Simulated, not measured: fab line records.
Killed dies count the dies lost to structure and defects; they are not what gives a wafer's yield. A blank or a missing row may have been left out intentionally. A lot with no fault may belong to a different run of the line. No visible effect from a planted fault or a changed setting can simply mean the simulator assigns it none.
fab line records :: flow sky130
record
  lots=6
  wafers=18
  last_day=50
route steps=708 shown FIELD_ISO@1
lots that met no fault: taken from a fault-free run of the same line
start_h: start of the lot's first displayed wafer, in hours after the record's first day :: wait_h: hours from the lot's prior step to this one :: " repeats the value in the row above :: L1.1+2: a single row standing in for several wafers :: - value missing, or start not given :: * or withheld: withheld :: < > ~ a bound
route shown NAME@n: names a module that has steps shown in the file, with the first one's number in the route :: usual: the fault-free wafers' mean and standard deviation :: same: alike in all rows :: chamber/n: place in a boat :: sites: readings site by site :: _std_site: standard deviation of those values :: _edge_site: inner sites' mean taken away from outer sites' mean :: radius_mm: how far each site lies from the wafer's centre :: mask NAME#n: copy n :: behind: tool/chamber where the wafer was last shaped :: hold: cause of the lot's hold/its duration in hours/its outcome :: device: transistor that didn't switch, given as n, p or np :: end of line: tests of these same wafers at the route's end :: step lacking rows: just its recipe :: killed: dies lost to structure and defects at the first sort, not the wafer's yield :: map: dies across one wafer; x = killed, . = not, _ = none there
set.NAME: setting as actually run; set.NAME@STEP: the setting as run at that earlier step :: model.NAME: the simulator's own value behind a step, which no gauge read
lots at some steps of the route; a table a step, a row a wafer
services: when a tool's chamber went out of use (start_h, in hours from the record's first day, below 0 if earlier), for how many hours, and the reason
## steps
# step SKY_FIELD_ISO_BOW_MEAS_00
# recipe
  mode=bow
# usual
  INCOMING_BOW=0/5.7
lot.wafer: L814.1
tool: film_metro-02
chamber: -
start_h: 15.00
wait_h: -
INCOMING_BOW[um]: -2

lot.wafer: L814.2
tool: film_metro-02
chamber: -
start_h: 15.00
wait_h: -
INCOMING_BOW[um]: -2

lot.wafer: L814.5
tool: film_metro-02
chamber: -
start_h: 15.00
wait_h: -
INCOMING_BOW[um]: 2

lot.wafer: L815.2
tool: film_metro-03
chamber: -
start_h: 20.02
wait_h: -
INCOMING_BOW[um]: -1

lot.wafer: L815.4
tool: film_metro-03
chamber: -
start_h: 20.02
wait_h: -
INCOMING_BOW[um]: -5

lot.wafer: L815.5
tool: film_metro-03
chamber: -
start_h: 20.02
wait_h: -
INCOMING_BOW[um]: 7

lot.wafer: L830.1
tool: film_metro-02
chamber: -
start_h: 95.00
wait_h: -
INCOMING_BOW[um]: 7

lot.wafer: L830.4
tool: film_metro-02
chamber: -
start_h: 95.00
wait_h: -
INCOMING_BOW[um]: -8

lot.wafer: L830.6
tool: film_metro-02
chamber: -
start_h: 95.00
wait_h: -
INCOMING_BOW[um]: 1

lot.wafer: L831.2
tool: film_metro-01
chamber: -
start_h: 100.02
wait_h: -
INCOMING_BOW[um]: 5

lot.wafer: L831.3
tool: film_metro-01
chamber: -
start_h: 100.02
wait_h: -
INCOMING_BOW[um]: -3

lot.wafer: L831.4
tool: film_metro-01
chamber: -
start_h: 100.02
wait_h: -
INCOMING_BOW[um]: 5

lot.wafer: L832.2
tool: film_metro-01
chamber: -
start_h: 105.07
wait_h: -
INCOMING_BOW[um]: 7

lot.wafer: L832.3
tool: film_metro-01
chamber: -
start_h: 105.07
wait_h: -
INCOMING_BOW[um]: -6

lot.wafer: L832.6
tool: film_metro-01
chamber: -
start_h: 105.07
wait_h: -
INCOMING_BOW[um]: 1

lot.wafer: L836.1
tool: film_metro-03
chamber: -
start_h: 125.00
wait_h: -
INCOMING_BOW[um]: 1

lot.wafer: L836.2
tool: film_metro-03
chamber: -
start_h: 125.00
wait_h: -
INCOMING_BOW[um]: -5

lot.wafer: L836.3
tool: film_metro-03
chamber: -
start_h: 125.00
wait_h: -
INCOMING_BOW[um]: 7
# step SKY_FIELD_ISO_OXIDATION_01
# recipe
  temp_c=900
  ambient=O2
  stabilise_s=600
  purge_s=300
  target_thk_a=120
  ox_time_s=1902
# step SKY_FIELD_ISO_THK_MEAS_02
# recipe
  reads=SiO2_of_FIELD_ISO_OXIDATION_01
# usual
  FIELD_ISO_OXIDATION_00_THK=12.28/0.2
lot.wafer: L814.1
tool: film_metro-03
chamber: -
start_h: 17.55
wait_h: 0.0
FIELD_ISO_OXIDATION_00_THK[nm]: 12.09

lot.wafer: L814.2
tool: film_metro-03
chamber: -
start_h: 17.55
wait_h: 0.0
FIELD_ISO_OXIDATION_00_THK[nm]: 12.20

lot.wafer: L814.5
tool: film_metro-03
chamber: -
start_h: 17.55
wait_h: 0.0
FIELD_ISO_OXIDATION_00_THK[nm]: 12.33

lot.wafer: L815.2
tool: film_metro-03
chamber: -
start_h: 22.65
wait_h: 0.0
FIELD_ISO_OXIDATION_00_THK[nm]: 12.76

lot.wafer: L815.4
tool: film_metro-03
chamber: -
start_h: 22.65
wait_h: 0.0
FIELD_ISO_OXIDATION_00_THK[nm]: 12.70

lot.wafer: L815.5
tool: film_metro-03
chamber: -
start_h: 22.65
wait_h: 0.0
FIELD_ISO_OXIDATION_00_THK[nm]: 12.62

lot.wafer: L830.1
tool: film_metro-02
chamber: -
start_h: 97.90
wait_h: 0.0
FIELD_ISO_OXIDATION_00_THK[nm]: 12.35

lot.wafer: L830.4
tool: film_metro-02
chamber: -
start_h: 97.90
wait_h: 0.0
FIELD_ISO_OXIDATION_00_THK[nm]: 12.56

lot.wafer: L830.6
tool: film_metro-02
chamber: -
start_h: 97.90
wait_h: 0.0
FIELD_ISO_OXIDATION_00_THK[nm]: 12.51

lot.wafer: L831.2
tool: film_metro-03
chamber: -
start_h: 102.31
wait_h: 0.0
FIELD_ISO_OXIDATION_00_THK[nm]: 12.04

lot.wafer: L831.3
tool: film_metro-03
chamber: -
start_h: 102.31
wait_h: 0.0
FIELD_ISO_OXIDATION_00_THK[nm]: 12.10

lot.wafer: L831.4
tool: film_metro-03
chamber: -
start_h: 102.31
wait_h: 0.0
FIELD_ISO_OXIDATION_00_THK[nm]: 12.04

lot.wafer: L832.2
tool: film_metro-02
chamber: -
start_h: 107.50
wait_h: 0.0
FIELD_ISO_OXIDATION_00_THK[nm]: 12.27

lot.wafer: L832.3
tool: film_metro-02
chamber: -
start_h: 107.50
wait_h: 0.0
FIELD_ISO_OXIDATION_00_THK[nm]: 12.06

lot.wafer: L832.6
tool: film_metro-02
chamber: -
start_h: 107.50
wait_h: 0.0
FIELD_ISO_OXIDATION_00_THK[nm]: 12.12

lot.wafer: L836.1
tool: film_metro-01
chamber: -
start_h: 127.47
wait_h: 0.0
FIELD_ISO_OXIDATION_00_THK[nm]: 12.44

lot.wafer: L836.2
tool: film_metro-01
chamber: -
start_h: 127.47
wait_h: 0.0
FIELD_ISO_OXIDATION_00_THK[nm]: 12.33

lot.wafer: L836.3
tool: film_metro-01
chamber: -
start_h: 127.47
wait_h: 0.0
FIELD_ISO_OXIDATION_00_THK[nm]: 12.25
# step SKY_FIELD_ISO_CVD_03
# recipe
  material=Si3N4
  precursor=DCS/NH3
  target_thk_nm=165
  temp_c=770
  time_s=2830
  pressure_mtorr=250
# step SKY_FIELD_ISO_THK_MEAS_04
# recipe
  reads=Si3N4_of_FIELD_ISO_CVD_03
# usual
  FIELD_ISO_CVD_03_THK=165.3/1.5
lot.wafer: L814.1
tool: film_metro-01
chamber: -
start_h: 19.39
wait_h: 0.0
FIELD_ISO_CVD_03_THK[nm]: 168.6

lot.wafer: L814.2
tool: film_metro-01
chamber: -
start_h: 19.39
wait_h: 0.0
FIELD_ISO_CVD_03_THK[nm]: 166.1

lot.wafer: L814.5
tool: film_metro-01
chamber: -
start_h: 19.39
wait_h: 0.0
FIELD_ISO_CVD_03_THK[nm]: 166.1

lot.wafer: L815.2
tool: film_metro-01
chamber: -
start_h: 24.49
wait_h: 0.0
FIELD_ISO_CVD_03_THK[nm]: 164.6

lot.wafer: L815.4
tool: film_metro-01
chamber: -
start_h: 24.49
wait_h: 0.0
FIELD_ISO_CVD_03_THK[nm]: 163.7

lot.wafer: L815.5
tool: film_metro-01
chamber: -
start_h: 24.49
wait_h: 0.0
FIELD_ISO_CVD_03_THK[nm]: 165.3

lot.wafer: L830.1
tool: film_metro-03
chamber: -
start_h: 99.75
wait_h: 0.0
FIELD_ISO_CVD_03_THK[nm]: 163.4

lot.wafer: L830.4
tool: film_metro-03
chamber: -
start_h: 99.75
wait_h: 0.0
FIELD_ISO_CVD_03_THK[nm]: 164.5

lot.wafer: L830.6
tool: film_metro-03
chamber: -
start_h: 99.75
wait_h: 0.0
FIELD_ISO_CVD_03_THK[nm]: 161.5

lot.wafer: L831.2
tool: film_metro-03
chamber: -
start_h: 105.16
wait_h: 0.0
FIELD_ISO_CVD_03_THK[nm]: 163.9

lot.wafer: L831.3
tool: film_metro-03
chamber: -
start_h: 105.16
wait_h: 0.0
FIELD_ISO_CVD_03_THK[nm]: 164.6

lot.wafer: L831.4
tool: film_metro-03
chamber: -
start_h: 105.16
wait_h: 0.0
FIELD_ISO_CVD_03_THK[nm]: 164.3

lot.wafer: L832.2
tool: film_metro-02
chamber: -
start_h: 109.34
wait_h: 0.0
FIELD_ISO_CVD_03_THK[nm]: 164.6

lot.wafer: L832.3
tool: film_metro-02
chamber: -
start_h: 109.34
wait_h: 0.0
FIELD_ISO_CVD_03_THK[nm]: 164.4

lot.wafer: L832.6
tool: film_metro-02
chamber: -
start_h: 109.34
wait_h: 0.0
FIELD_ISO_CVD_03_THK[nm]: 164.7

lot.wafer: L836.1
tool: film_metro-03
chamber: -
start_h: 129.31
wait_h: 0.0
FIELD_ISO_CVD_03_THK[nm]: 165.1

lot.wafer: L836.2
tool: film_metro-03
chamber: -
start_h: 129.31
wait_h: 0.0
FIELD_ISO_CVD_03_THK[nm]: 164.2

lot.wafer: L836.3
tool: film_metro-03
chamber: -
start_h: 129.31
wait_h: 0.0
FIELD_ISO_CVD_03_THK[nm]: 165.3
# step SKY_FIELD_ISO_DEHYDRATE_05
# recipe
  temp_c=200
  time_s=60
# step SKY_FIELD_ISO_HMDS_06
# recipe
  prime_time_s=60
  prime_temp_c=120
# step SKY_FIELD_ISO_COAT_07
# recipe
  resist=BARC
  temp_c=withheld
  time_s=withheld
  spin_rpm=3000
  resist_thk_nm=60
# step SKY_FIELD_ISO_COAT_08
# recipe
  resist=KrF-thick
  spin_rpm=3000
  resist_thk_nm=450
# step SKY_FIELD_ISO_SOFTBAKE_09
# recipe
  temp_c=100
  time_s=90
  resist=KrF-thick
# step SKY_FIELD_ISO_EXPOSE_10
# recipe
  mask_id=FOM
  na=0.68
  source_shape=annular
  sigma_inner=0.4
  sigma_outer=0.8
  target_cd_nm=150
  dose_mj=28
# usual
  exposure_dose_mJ_cm2=27.980/0.029
  focus_offset_nm=0.0/0.56
  na=0.68/0
lot.wafer: L814.1
tool: krf_scanner-02
chamber: 0
start_h: 26.65
wait_h: -
mask: FOM#0
exposure_dose_mJ_cm2: 27.965
focus_offset_nm: 0.4
na: 0.68

lot.wafer: L814.2
tool: krf_scanner-02
chamber: 0
start_h: 26.65
wait_h: -
mask: FOM#0
exposure_dose_mJ_cm2: 27.974
focus_offset_nm: 0.2
na: 0.68

lot.wafer: L814.5
tool: krf_scanner-02
chamber: 0
start_h: 26.65
wait_h: -
mask: FOM#0
exposure_dose_mJ_cm2: 27.944
focus_offset_nm: 0.8
na: 0.68

lot.wafer: L815.2
tool: krf_scanner-01
chamber: 0
start_h: 32.44
wait_h: -
mask: FOM#0
exposure_dose_mJ_cm2: 27.950
focus_offset_nm: 0.4
na: 0.68

lot.wafer: L815.4
tool: krf_scanner-01
chamber: 0
start_h: 32.44
wait_h: -
mask: FOM#0
exposure_dose_mJ_cm2: 27.998
focus_offset_nm: 0.1
na: 0.68

lot.wafer: L815.5
tool: krf_scanner-01
chamber: 0
start_h: 32.44
wait_h: -
mask: FOM#0
exposure_dose_mJ_cm2: 27.992
focus_offset_nm: 0.7
na: 0.68

lot.wafer: L830.1
tool: krf_scanner-02
chamber: -
start_h: 108.40
wait_h: -
mask: FOM#0
exposure_dose_mJ_cm2: -
focus_offset_nm: -
na: -

lot.wafer: L830.4
tool: krf_scanner-02
chamber: -
start_h: 108.40
wait_h: -
mask: FOM#0
exposure_dose_mJ_cm2: -
focus_offset_nm: -
na: -

lot.wafer: L830.6
tool: krf_scanner-02
chamber: -
start_h: 108.40
wait_h: -
mask: FOM#0
exposure_dose_mJ_cm2: -
focus_offset_nm: -
na: -

lot.wafer: L831.2
tool: krf_scanner-01
chamber: -
start_h: 114.53
wait_h: -
mask: FOM#0
exposure_dose_mJ_cm2: -
focus_offset_nm: -
na: -

lot.wafer: L831.3
tool: krf_scanner-01
chamber: -
start_h: 114.53
wait_h: -
mask: FOM#0
exposure_dose_mJ_cm2: -
focus_offset_nm: -
na: -

lot.wafer: L831.4
tool: krf_scanner-01
chamber: -
start_h: 114.53
wait_h: -
mask: FOM#0
exposure_dose_mJ_cm2: -
focus_offset_nm: -
na: -

lot.wafer: L832.2
tool: krf_scanner-02
chamber: 0
start_h: 118.74
wait_h: -
mask: FOM#0
exposure_dose_mJ_cm2: 28.006
focus_offset_nm: 0.1
na: 0.68

lot.wafer: L832.3
tool: krf_scanner-02
chamber: 0
start_h: 118.74
wait_h: -
mask: FOM#0
exposure_dose_mJ_cm2: 27.973
focus_offset_nm: 1.0
na: 0.68

lot.wafer: L832.6
tool: krf_scanner-02
chamber: 0
start_h: 118.74
wait_h: -
mask: FOM#0
exposure_dose_mJ_cm2: 27.984
focus_offset_nm: 0.0
na: 0.68

lot.wafer: L836.1
tool: krf_scanner-02
chamber: 0
start_h: 139.74
wait_h: -
mask: FOM#0
exposure_dose_mJ_cm2: 27.958
focus_offset_nm: 0.9
na: 0.68

lot.wafer: L836.2
tool: krf_scanner-02
chamber: 0
start_h: 139.74
wait_h: -
mask: FOM#0
exposure_dose_mJ_cm2: 27.957
focus_offset_nm: 0.2
na: 0.68

lot.wafer: L836.3
tool: krf_scanner-02
chamber: 0
start_h: 139.74
wait_h: -
mask: FOM#0
exposure_dose_mJ_cm2: 27.970
focus_offset_nm: 0.2
na: 0.68
# step SKY_FIELD_ISO_PEB_11
# recipe
  peb_temp_c=withheld
  peb_time_s=withheld
  resist=KrF-thick
## services
tool: krf_scanner-02
chamber: -
start_h: 3.42
hours: 4.4
kind: pm

tool: krf_scanner-02
chamber: -
start_h: 7.79
hours: 4.0
kind: pm

tool: krf_scanner-02
chamber: -
start_h: 32.04
hours: 1.3
kind: pm

tool: krf_scanner-01
chamber: -
start_h: 44.91
hours: 1.3
kind: pm

tool: krf_scanner-02
chamber: -
start_h: 46.56
hours: 1.0
kind: pm

tool: krf_scanner-02
chamber: -
start_h: 54.55
hours: 11.6
kind: pm

tool: krf_scanner-01
chamber: -
start_h: 67.56
hours: 0.3
kind: repair

tool: krf_scanner-01
chamber: -
start_h: 83.74
hours: 0.8
kind: pm

tool: krf_scanner-01
chamber: 0
start_h: 112.73
hours: -
kind: calibration

tool: krf_scanner-01
chamber: -
start_h: 120.50
hours: 0.3
kind: repair

tool: krf_scanner-01
chamber: -
start_h: 121.17
hours: 1.0
kind: pm

tool: krf_scanner-02
chamber: -
start_h: 127.19
hours: 0.4
kind: repair

tool: krf_scanner-02
chamber: -
start_h: 137.25
hours: 1.4
kind: repair
## key
first_sign
  step=SKY_FIELD_ISO_EXPOSE_10
  reading=tool_record
  direction=missing
effect none on later readings
met_at SKY_FIELD_ISO_EXPOSE_10
struck_wafers L830.1,L830.4,L830.6,L831.2,L831.3,L831.4
later_rows_left_out L830.1,L830.4,L830.6,L831.2,L831.3,L831.4
sort_left_out L830.1,L830.4,L830.6,L831.2,L831.3,L831.4
tester_left_out L830,L831
onset_between 32.44 108.40
fault
  kind=skipped_step_whole
  tool=krf_scanner-01,krf_scanner-02
  chamber=-
  onset_h=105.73
  steps=SKY_FIELD_ISO_EXPOSE_10
  scope=struck_lots_only
# tester_left_out: of these lots the tester's yield and bins aren't shown, on N5 and GAA mostly nor the transistor test; their killed dies are dies lost to structure and defects alone, not to doping, threshold or leakage, so they don't give the yield
# sort_left_out: the simulated sort isn't trusted on such a fault, so these wafers' sort isn't shown, and their yield isn't known
# later_rows_left_out: the simulator's readings of these wafers behind a module that went badly wrong aren't trusted and aren't shown, but for the sort
